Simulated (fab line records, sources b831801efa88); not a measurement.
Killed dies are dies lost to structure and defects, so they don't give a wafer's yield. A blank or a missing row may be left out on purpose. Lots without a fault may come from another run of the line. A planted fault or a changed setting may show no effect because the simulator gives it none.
Problem report in the 8D (eight disciplines) form, filled by code | flow sky130 | the parts of the form that need people (team, actions taken, sign-off) are left out

1. THE PROBLEM
beam_energy_keV at SKY_VT_ADJUST_LVTN_IMPLANT_08 reads a mean of 28.752 on 6 wafers of 2 lots; wafers without a fault read 29.999 with a standard deviation of 0.01. That is -99 or more standard deviations from the usual mean.
First seen on wafer L189.1, day 9 12:09, on implanter-02. The record holds 42 wafers of 14 lots with a number at this step. Rule for "out", or "out of limits": more than 4 standard deviations from the usual mean. The other wafers with a number count as sound.

2. WHAT IT IS AND WHAT IT IS NOT
question                    | is                     | is not
which readings at this step | beam_energy_keV        | -
which lots                  | L189, L191             | L180, L181, L183, L184, L185, L186, L188, L190, L194, L199, L201, L203
which wafers of those lots  | all that have a number | -
read on which tools         | implanter-02           | implanter-03, implanter-04
when                        | from day 9 12:09       | up to then (21 sound wafers); but 15 sound wafers of L190, L194, L199, L201, L203 came after

3. SUSPECTS, AND WHAT RULES EACH OUT
Counting: a tool at a process step up to the reading stays a suspect if it ran every lot that is out and no sound lot after the first of them.
- implanter-02 at SKY_VT_ADJUST_LVTN_IMPLANT_08: kept. It ran every lot that is out, first L189 (day 9 12:09), and no sound lot after that; its last sound lot up to then is L188 (day 9 04:46). Its own readings are out on those wafers: beam_energy_keV.
Left after counting: implanter-02 at SKY_VT_ADJUST_LVTN_IMPLANT_08.

4. THE CAUSE (what the simulator had put in)
Process parameter drift: implanter-02, from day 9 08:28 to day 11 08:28, at SKY_VT_ADJUST_LVTN_IMPLANT_08. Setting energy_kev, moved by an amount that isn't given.
Counting left only this tool.

5. THE CHAIN OF EFFECTS, in route order
Each row: a reading whose mean over the struck wafers that have a number lies more than 3 standard deviations from the usual. Only readings for which the record gives a usual standard deviation are gone through. hours: the time from each lot's start at the first step in this table that gives one to its start at this step, as a median over the lots. sigmas: the change in usual standard deviations.
hours | step                          | reading         | usual  | on struck wafers | change | sigmas
0     | SKY_VT_ADJUST_LVTN_IMPLANT_08 | beam_energy_keV | 29.999 | 28.752           | -1.247 | -99 or more
The process steps in it:
- SKY_VT_ADJUST_LVTN_IMPLANT_08

6. WHAT WOULD HAVE CAUGHT IT SOONER
In this record the first reading out of limits was taken at day 9 12:09, 4 hours after the fault began at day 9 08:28.
